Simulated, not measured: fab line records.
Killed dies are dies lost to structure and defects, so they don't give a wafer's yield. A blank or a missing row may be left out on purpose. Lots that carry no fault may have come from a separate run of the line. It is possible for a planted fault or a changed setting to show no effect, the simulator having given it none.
fab line records ; flow sky130
record lots=12; wafers=36; lastDay=50
route steps=708 shown POLY_GATE@204 LI_CONTACT@385 METAL1@439
lots untouched by any fault: they come from a run of this same line in which no faults occurred
startH: the number of hours between the record's first day and the start of the first shown wafer of the lot ; waitH: hours since the lot's step before ; " identical to the entry in the row above ; L1.1+2: one row covering several wafers at once ; - no value present, or no start provided ; * or withheld: withheld ; < > ~ a bound
route shown NAME@n: NAME is a module with steps in the file, n the number in the route of the first one ; usual: average and standard deviation across the fault-free wafers ; same: alike in all rows ; chamber/n: place in a boat ; sites: each site's reading ; _std_site: standard deviation of those values ; _edge_site: outer sites' mean less inner sites' ; radiusMm: how far each site lies from the wafer's centre ; mask NAME#n: copy n ; behind: tool/chamber where the wafer was last shaped ; hold: why the lot was held/for how many hours/how that ended ; device: the transistor (n, p or np) that didn't switch ; end of line: tests run on the same wafers once the route is complete ; step lacking rows: just its recipe ; killed: at the first sort, the dies lost to defects and structure; wafer yield is something else ; map: per-die view of a wafer (x killed, . not killed, _ where there is no die)
set.NAME: setting as actually run; set.NAME@STEP: the setting as run at that earlier step ; model.NAME: the simulator's own value behind a step, which no gauge read
one table for each step of the route and one row for each wafer, over a sample of lots
services: a tool's chamber out of use, with start hour (startH, from the record's first day; less than 0 if before it), hours out, and reason
## steps
# step SKY_POLY_GATE_CVD_00
# recipe material=poly-Si; targetThkNm=180; tempC=620; timeS=720; pressureMtorr=200
lot.wafer;tool;chamber;startH;waitH
L496.1+2+3;lpcvd-01;0;320.40;0.0
L498.4+5+6;lpcvd-01;1;328.87;0.0
L499.1+4+5;lpcvd-01;1;343.47;0.0
L500.3+5+6;lpcvd-01;1;346.70;0.0
L501.1+3+4;lpcvd-01;0;356.28;0.0
L502.1+2+4;lpcvd-01;0;368.27;0.0
L503.3+5+6;lpcvd-01;0;378.48;0.0
L504.1+3+5;lpcvd-01;1;381.70;0.0
L505.1+2+4;lpcvd-01;0;386.49;0.0
L508.1+3+6;lpcvd-01;1;420.99;0.0
L518.2+3+4;lpcvd-01;0;500.33;0.0
L519.2+4+6;lpcvd-01;0;506.13;0.0
# step SKY_POLY_GATE_THK_MEAS_01
# recipe reads=poly-Si_of_POLY_GATE_CVD_00
# usual POLY_GATE_CVD_00_THK=179.4/1.4
lot.wafer;tool;chamber;startH;waitH;POLY_GATE_CVD_00_THK[nm]
L496.1;filmMetro-04;-;321.60;0.0;177.3
L496.2;filmMetro-04;-;321.60;0.0;178.5
L496.3;filmMetro-04;-;321.60;0.0;177.3
L498.4;filmMetro-01;-;330.10;0.0;180.0
L498.5;filmMetro-01;-;330.10;0.0;180.1
L498.6;filmMetro-01;-;330.10;0.0;180.3
L499.1;filmMetro-04;-;344.67;0.0;180.7
L499.4;filmMetro-04;-;344.67;0.0;182.7
L499.5;filmMetro-04;-;344.67;0.0;181.2
L500.3;filmMetro-01;-;347.92;0.0;182.5
L500.5;filmMetro-01;-;347.92;0.0;181.0
L500.6;filmMetro-01;-;347.92;0.0;181.0
L501.1;filmMetro-03;-;357.48;0.0;179.7
L501.3;filmMetro-03;-;357.48;0.0;180.3
L501.4;filmMetro-03;-;357.48;0.0;179.5
L502.1;filmMetro-03;-;369.47;0.0;181.7
L502.2;filmMetro-03;-;369.47;0.0;180.7
L502.4;filmMetro-03;-;369.47;0.0;181.2
L503.3;filmMetro-01;-;379.70;0.0;178.8
L503.5;filmMetro-01;-;379.70;0.0;181.2
L503.6;filmMetro-01;-;379.70;0.0;180.0
L504.1;filmMetro-01;-;382.90;0.0;179.0
L504.3;filmMetro-01;-;382.90;0.0;179.5
L504.5;filmMetro-01;-;382.90;0.0;179.8
L505.1;filmMetro-04;-;387.69;0.0;178.8
L505.2;filmMetro-04;-;387.69;0.0;179.1
L505.4;filmMetro-04;-;387.69;0.0;178.3
L508.1;filmMetro-03;-;422.19;0.0;178.0
L508.3;filmMetro-03;-;422.19;0.0;180.1
L508.6;filmMetro-03;-;422.19;0.0;180.1
L518.2;filmMetro-01;-;501.54;0.0;154.3
L518.3;filmMetro-01;-;501.54;0.0;156.4
L518.4;filmMetro-01;-;501.54;0.0;155.0
L519.2;filmMetro-03;-;507.34;0.0;157.2
L519.4;filmMetro-03;-;507.34;0.0;156.5
L519.6;filmMetro-03;-;507.34;0.0;157.6
# step SKY_POLY_GATE_ETCH_17
# recipe targetDepthNm=180; stopOn=SiO2; overEtchFrac=0.56667; chemistry=HBr/Cl2; target=poly-Si; icpW=400; biasW=100; pressureMtorr=10; HBr_flow_sccm=150; Cl2_flow_sccm=50; timeS=70.5
# usual drypumpMotorCurrentA=5.7/0.49; heBacksideLeakSccm=2.75/0.25; oesProductAu=0.984/0.0079; throttleValvePct=33.684/0.0087
lot.wafer;tool;chamber;startH;waitH;drypumpMotorCurrentA;heBacksideLeakSccm;oesProductAu;rfHoursCounterH;throttleValvePct
L496.1;rieSi-02;0;380.44;0.0;5.4;2.60;0.991;29;33.692
L496.2;rieSi-02;3;380.44;0.0;6.1;2.48;0.986;56;33.692
L496.3;rieSi-02;1;380.44;0.0;6.1;2.82;0.990;6;33.679
L498.4;rieSi-01;2;389.45;0.0;6.2;2.84;0.991;6;33.681
L498.5;rieSi-01;2;389.45;0.0;6.2;2.70;0.984;-;33.671
L498.6;rieSi-01;1;389.45;0.0;5.7;2.84;0.981;-;33.675
L499.1;rieSi-02;1;403.08;0.0;6.1;2.67;1.001;6;33.692
L499.4;rieSi-02;2;403.08;0.0;5.6;2.93;0.993;1;33.687
L499.5;rieSi-02;0;403.08;0.0;5.4;2.56;0.999;-;33.685
L500.3;rieSi-02;3;406.88;0.0;6.0;2.36;0.980;56;33.691
L500.5;rieSi-02;3;406.88;0.0;6.1;2.38;0.989;-;33.680
L500.6;rieSi-02;0;406.88;0.0;5.4;2.46;0.993;-;33.655
L501.1;rieSi-01;0;418.16;0.0;6.0;2.77;0.989;2;33.673
L501.3;rieSi-01;2;418.16;0.0;6.1;2.63;0.985;6;33.669
L501.4;rieSi-01;1;418.16;0.0;5.7;2.90;0.976;6;33.682
L502.1;rieSi-01;1;431.46;0.0;5.7;2.99;0.984;6;33.684
L502.2;rieSi-01;0;431.46;0.0;6.0;3.00;0.980;2;33.685
L502.4;rieSi-01;2;431.46;0.0;6.2;2.76;0.991;6;33.688
L503.3;rieSi-01;3;441.46;0.0;4.7;2.89;0.984;1;33.691
L503.5;rieSi-01;0;441.46;0.0;6.1;2.79;0.979;-;33.690
L503.6;rieSi-01;3;441.46;0.0;4.7;2.86;0.986;-;33.681
L504.1;rieSi-01;2;444.44;0.0;6.1;2.62;0.982;6;33.674
L504.3;rieSi-01;3;444.44;0.0;4.7;2.77;0.988;1;33.683
L504.5;rieSi-01;2;444.44;0.0;6.1;2.62;0.986;-;33.688
L505.1;rieSi-01;2;451.08;0.0;6.2;2.71;0.982;6;33.684
L505.2;rieSi-01;0;451.08;0.0;6.0;2.78;0.963;2;33.678
L505.4;rieSi-01;1;451.08;0.0;5.7;2.88;0.981;6;33.693
L508.1;rieSi-02;0;485.11;0.0;5.4;2.34;0.984;30;33.675
L508.3;rieSi-02;2;485.11;0.0;5.7;3.03;0.985;2;33.688
L508.6;rieSi-02;1;485.11;0.0;6.1;2.63;0.992;-;33.671
L518.2;rieSi-02;3;563.74;0.0;6.1;2.32;0.896;0;33.681
L518.3;rieSi-02;1;563.74;0.0;6.1;2.62;0.893;7;33.677
L518.4;rieSi-02;2;563.74;0.0;5.7;2.80;0.898;2;33.683
L519.2;rieSi-01;0;570.41;0.0;6.0;2.76;0.899;3;33.685
L519.4;rieSi-01;2;570.41;0.0;6.2;2.66;0.901;7;33.691
L519.6;rieSi-01;1;570.41;0.0;5.7;2.62;0.907;-;33.690
# step SKY_LI_CONTACT_THK_MEAS_23
# recipe thkMeasGauge=xrf; reads=W_of_LI_CONTACT_CVD_21
# usual LI_CONTACT_W_THK=386/8.9
lot.wafer;tool;chamber;startH;waitH;LI_CONTACT_W_THK[nm]
L496.1;filmMetro-03;-;683.66;0.1;383
L496.2;filmMetro-03;-;683.66;0.1;402
L496.3;filmMetro-03;-;683.66;0.1;384
L498.4;filmMetro-01;-;693.19;0.1;377
L498.5;filmMetro-01;-;693.19;0.1;386
L498.6;filmMetro-01;-;693.19;0.1;378
L499.1;filmMetro-04;-;709.07;0.1;392
L499.4;filmMetro-04;-;709.07;0.1;383
L499.5;filmMetro-04;-;709.07;0.1;391
L500.3;filmMetro-04;-;713.33;0.1;392
L500.5;filmMetro-04;-;713.33;0.1;382
L500.6;filmMetro-04;-;713.33;0.1;389
L501.1;filmMetro-01;-;722.41;0.1;391
L501.3;filmMetro-01;-;722.41;0.1;390
L501.4;filmMetro-01;-;722.41;0.1;384
L502.1;filmMetro-04;-;733.11;0.1;393
L502.2;filmMetro-04;-;733.11;0.1;409
L502.4;filmMetro-04;-;733.11;0.1;391
L503.3;filmMetro-01;-;742.28;0.1;395
L503.5;filmMetro-01;-;742.28;0.1;407
L503.6;filmMetro-01;-;742.28;0.1;387
L504.1;filmMetro-01;-;742.98;0.1;377
L504.3;filmMetro-01;-;742.98;0.1;378
L504.5;filmMetro-01;-;742.98;0.1;391
L505.1;filmMetro-03;-;749.71;0.1;379
L505.2;filmMetro-03;-;749.71;0.1;384
L505.4;filmMetro-03;-;749.71;0.1;377
L508.1;filmMetro-04;-;779.24;0.1;397
L508.3;filmMetro-04;-;779.24;0.1;407
L508.6;filmMetro-04;-;779.24;0.1;413
L518.2;filmMetro-04;-;848.43;0.1;387
L518.3;filmMetro-04;-;848.43;0.1;382
L518.4;filmMetro-04;-;848.43;0.1;385
L519.2;filmMetro-03;-;857.74;0.1;374
L519.4;filmMetro-03;-;857.74;0.1;374
L519.6;filmMetro-03;-;857.74;0.1;375
# step SKY_METAL1_RS_MEAS_05
# recipe thkMeasGauge=four-point-probe; reads=TiN_of_METAL1_SPUTTER_04+Ti_of_METAL1_SPUTTER_03+AlCu_of_METAL1_SPUTTER_02+TiN_of_METAL1_SPUTTER_01+Ti_of_METAL1_SPUTTER_00
# usual METAL1_ALCU_RS=0.1261/0.0017
lot.wafer;tool;chamber;startH;waitH;METAL1_ALCU_RS[ohm/sq]
L496.1;filmMetro-02;-;743.41;0.0;0.1249
L496.2;filmMetro-02;-;743.41;0.0;0.1245
L496.3;filmMetro-02;-;743.41;0.0;0.1264
L498.4;filmMetro-02;-;752.35;0.1;0.1265
L498.5;filmMetro-02;-;752.35;0.1;0.1297
L498.6;filmMetro-02;-;752.35;0.1;0.1271
L499.1;filmMetro-02;-;767.49;0.0;0.1269
L499.4;filmMetro-02;-;767.49;0.0;0.1269
L499.5;filmMetro-02;-;767.49;0.0;0.1272
L500.3;filmMetro-03;-;771.06;0.1;0.1273
L500.5;filmMetro-03;-;771.06;0.1;0.1246
L500.6;filmMetro-03;-;771.06;0.1;0.1287
L501.1;filmMetro-02;-;780.38;0.0;0.1241
L501.3;filmMetro-02;-;780.38;0.0;0.1212
L501.4;filmMetro-02;-;780.38;0.0;0.1237
L502.1;filmMetro-04;-;790.90;0.0;0.1227
L502.2;filmMetro-04;-;790.90;0.0;0.1246
L502.4;filmMetro-04;-;790.90;0.0;0.1264
L503.3;filmMetro-04;-;799.01;0.1;0.1239
L503.5;filmMetro-04;-;799.01;0.1;0.1251
L503.6;filmMetro-04;-;799.01;0.1;0.1250
L504.1;filmMetro-02;-;800.87;0.0;0.1291
L504.3;filmMetro-02;-;800.87;0.0;0.1264
L504.5;filmMetro-02;-;800.87;0.0;0.1257
L505.1;filmMetro-02;-;806.34;0.0;0.1285
L505.2;filmMetro-02;-;806.34;0.0;0.1253
L505.4;filmMetro-02;-;806.34;0.0;0.1285
L508.1;filmMetro-02;-;834.94;0.0;0.1288
L508.3;filmMetro-02;-;834.94;0.0;0.1264
L508.6;filmMetro-02;-;834.94;0.0;0.1254
L518.2;filmMetro-03;-;904.49;0.0;0.1232
L518.3;filmMetro-03;-;904.49;0.0;0.1278
L518.4;filmMetro-03;-;904.49;0.0;0.1273
L519.2;filmMetro-02;-;913.59;0.1;0.1255
L519.4;filmMetro-02;-;913.59;0.1;0.1267
L519.6;filmMetro-02;-;913.59;0.1;0.1254
# step SKY_METAL1_THK_MEAS_06
# recipe thkMeasGauge=xrf; reads=AlCu_of_METAL1_SPUTTER_02
# usual METAL1_ALCU_THK=253/3.5
lot.wafer;tool;chamber;startH;waitH;METAL1_ALCU_THK[nm]
L496.1;filmMetro-02;-;743.53;0.1;254
L496.2;filmMetro-02;-;743.53;0.1;256
L496.3;filmMetro-02;-;743.53;0.1;251
L498.4;filmMetro-02;-;752.44;0.1;251
L498.5;filmMetro-02;-;752.44;0.1;245
L498.6;filmMetro-02;-;752.44;0.1;250
L499.1;filmMetro-02;-;767.61;0.1;248
L499.4;filmMetro-02;-;767.61;0.1;249
L499.5;filmMetro-02;-;767.61;0.1;249
L500.3;filmMetro-03;-;771.16;0.1;251
L500.5;filmMetro-03;-;771.16;0.1;254
L500.6;filmMetro-03;-;771.16;0.1;245
L501.1;filmMetro-02;-;780.50;0.1;257
L501.3;filmMetro-02;-;780.50;0.1;263
L501.4;filmMetro-02;-;780.50;0.1;258
L502.1;filmMetro-04;-;791.02;0.1;259
L502.2;filmMetro-04;-;791.02;0.1;256
L502.4;filmMetro-04;-;791.02;0.1;252
L503.3;filmMetro-04;-;799.11;0.1;256
L503.5;filmMetro-04;-;799.11;0.1;254
L503.6;filmMetro-04;-;799.11;0.1;253
L504.1;filmMetro-02;-;800.99;0.1;246
L504.3;filmMetro-02;-;800.99;0.1;252
L504.5;filmMetro-02;-;800.99;0.1;253
L505.1;filmMetro-02;-;806.46;0.1;249
L505.2;filmMetro-02;-;806.46;0.1;256
L505.4;filmMetro-02;-;806.46;0.1;249
L508.1;filmMetro-02;-;835.06;0.1;247
L508.3;filmMetro-02;-;835.06;0.1;251
L508.6;filmMetro-02;-;835.06;0.1;256
L518.2;filmMetro-03;-;904.60;0.1;255
L518.3;filmMetro-03;-;904.60;0.1;248
L518.4;filmMetro-03;-;904.60;0.1;248
L519.2;filmMetro-02;-;913.70;0.1;254
L519.4;filmMetro-02;-;913.70;0.1;252
L519.6;filmMetro-02;-;913.70;0.1;257
## services
tool;chamber;startH;hours;kind
rieSi-02;0;304.80;5.8;repair
rieSi-01;0;306.82;8.3;repair
rieSi-01;1;315.74;3.0;repair
rieSi-01;3;336.70;-;clean
rieSi-01;3;336.70;22.0;scheduledDown
rieSi-01;3;336.70;22.0;ventCycle
rieSi-02;0;342.50;4.7;repair
rieSi-02;-;343.19;0.3;repair
rieSi-02;2;370.46;6.2;repair
rieSi-02;2;378.73;21.0;repair
rieSi-01;3;391.84;3.4;repair
rieSi-02;-;393.68;4.8;repair
lpcvd-01;-;403.55;0.5;repair
lpcvd-01;-;422.45;0.9;repair
lpcvd-01;-;443.87;1.0;repair
rieSi-02;1;462.07;3.4;repair
rieSi-01;3;489.45;4.4;repair
rieSi-02;3;492.81;-;clean
rieSi-02;3;492.81;26.8;scheduledDown
rieSi-02;3;492.81;26.8;ventCycle
## key
firstSign step=SKY_POLY_GATE_THK_MEAS_01; reading=POLY_GATE_CVD_00_THK; direction=down; sigmas=17; usual=179.4; struck=156.2
effect step=SKY_POLY_GATE_ETCH_17; reading=oesProductAu; direction=down; sigmas=11; usual=0.984; struck=0.899; through=controlLoop
metAt SKY_POLY_GATE_CVD_00
struckLots L518,L519
testerLeftOut L518,L519
loopTrim step=SKY_POLY_GATE_EXPOSE_10; setting=dose; lots=L519
notActingAt SKY_LI_CONTACT_THK_MEAS_23,SKY_METAL1_RS_MEAS_05,SKY_METAL1_THK_MEAS_06
onsetBetween 420.99 500.33
alsoFits time
fault kind=processParameterDrift; tool=lpcvd-01; chamber=-; onsetH=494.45; steps=SKY_POLY_GATE_CVD_00; channel=targetThkNm; offset=-22.163; shape=step; endH=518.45; stated=180
# testerLeftOut: of these lots the tester's yield and bins aren't shown, on N5 and GAA mostly nor the transistor test; their killed dies are dies lost to structure and defects alone, not to doping, threshold or leakage, so they don't give the yield
# loopTrim: a control loop set the setting to another value than it would have without faults
